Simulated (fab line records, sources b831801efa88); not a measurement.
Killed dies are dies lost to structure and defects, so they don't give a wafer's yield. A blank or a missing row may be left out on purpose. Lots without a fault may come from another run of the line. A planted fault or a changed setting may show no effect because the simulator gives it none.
Chamber matching | flow sky130 | SKY_PASSIVATION_ETCH_11 on rie_diel-01: 4 sister chambers
The step etches the open film in CF4/O2, stops on AlCu, target depth 725 nm, time 161.1 s. 18 wafers are shown with their chamber, then 9 later ones without.

WAFERS WITH THEIR CHAMBER
wafer  | chamber | drypump_motor_current_A (A) | throttle_valve_pct (%) | bias_w (W)
L074.1 | 0       | 5.7                         | 5.966                  | 150.5
L074.2 | 1       | 6.3                         | 5.959                  | 150.1
L074.5 | 3       | 4.9                         | 5.952                  | 150.8
L079.2 | 0       | 5.6                         | 5.977                  | 149.7
L079.3 | 3       | 4.9                         | 5.966                  | 150.6
L079.5 | 0       | 5.6                         | 5.964                  | 150.4
L081.2 | 0       | 5.7                         | 5.954                  | 149.9
L081.4 | 1       | 6.3                         | 5.971                  | 149.9
L081.5 | 3       | 4.9                         | 5.945                  | 150.0
L082.3 | 1       | 6.3                         | 5.961                  | 150.4
L082.4 | 3       | 4.9                         | 5.965                  | 150.2
L082.6 | 0       | 5.6                         | 5.965                  | 149.5
L085.4 | 0       | 5.7                         | 5.961                  | 150.5
L085.5 | 3       | 4.9                         | 5.970                  | 149.8
L085.6 | 0       | 5.7                         | 5.969                  | 150.5
L087.1 | 0       | 5.7                         | 5.961                  | 149.7
L087.2 | 2       | 5.5                         | 5.953                  | 150.5
L087.4 | 1       | 6.3                         | 5.973                  | 149.3

SIGNATURES (means of the wafers above)
reading                 | chamber 0 | chamber 1 | chamber 2 | chamber 3 | scatter within a chamber
drypump_motor_current_A | 5.662     | 6.300     | 5.500     | 4.900     | 0.0366
throttle_valve_pct      | 5.96462   | 5.96600   | 5.95300   | 5.95960   | 0.00807
bias_w                  | 150.088   | 149.925   | 150.500   | 150.280   | 0.433
Rule: a wafer's distance from a chamber is the root of the sum, over the readings, of the square of ((its reading less the chamber's mean) divided by the reading's scatter). The wafer belongs to the nearest chamber; if the next one is less than 2 further off, it can't be placed. The scatter: the root of (the sum of the squares of (reading less its chamber's mean) over the shown wafers, divided by (wafers less chambers)).

WAFERS WITHOUT THEIR CHAMBER
wafer  | drypump_motor_current_A (A) | throttle_valve_pct (%) | bias_w (W)
L092.3 | 5.6                         | 5.973                  | 149.9
L092.4 | 5.6                         | 5.966                  | 150.0
L092.6 | 4.9                         | 5.979                  | 149.4
L094.3 | 5.6                         | 5.977                  | 150.2
L094.5 | 4.9                         | 5.954                  | 151.1
L094.6 | 5.6                         | 5.964                  | 150.8
L097.1 | 6.3                         | 5.968                  | 149.1
L097.2 | 4.9                         | 5.955                  | 149.8
L097.3 | 5.5                         | 5.977                  | 150.7

WHICH CHAMBER EACH WENT THROUGH
wafer  | from the rows above     | in truth
L092.3 | can't be placed: 0 or 2 | 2
L092.4 | can't be placed: 0 or 2 | 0
L092.6 | 3                       | 3
L094.3 | can't be placed: 0 or 2 | 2
L094.5 | 3                       | 3
L094.6 | can't be placed: 0 or 2 | 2
L097.1 | 1                       | 1
L097.2 | 3                       | 3
L097.3 | can't be placed: 2 or 0 | 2
Placed correctly: 4 of 9. Can't be placed from these rows: 5 (the true chamber is among the candidates in 5). Placed wrongly: 0.
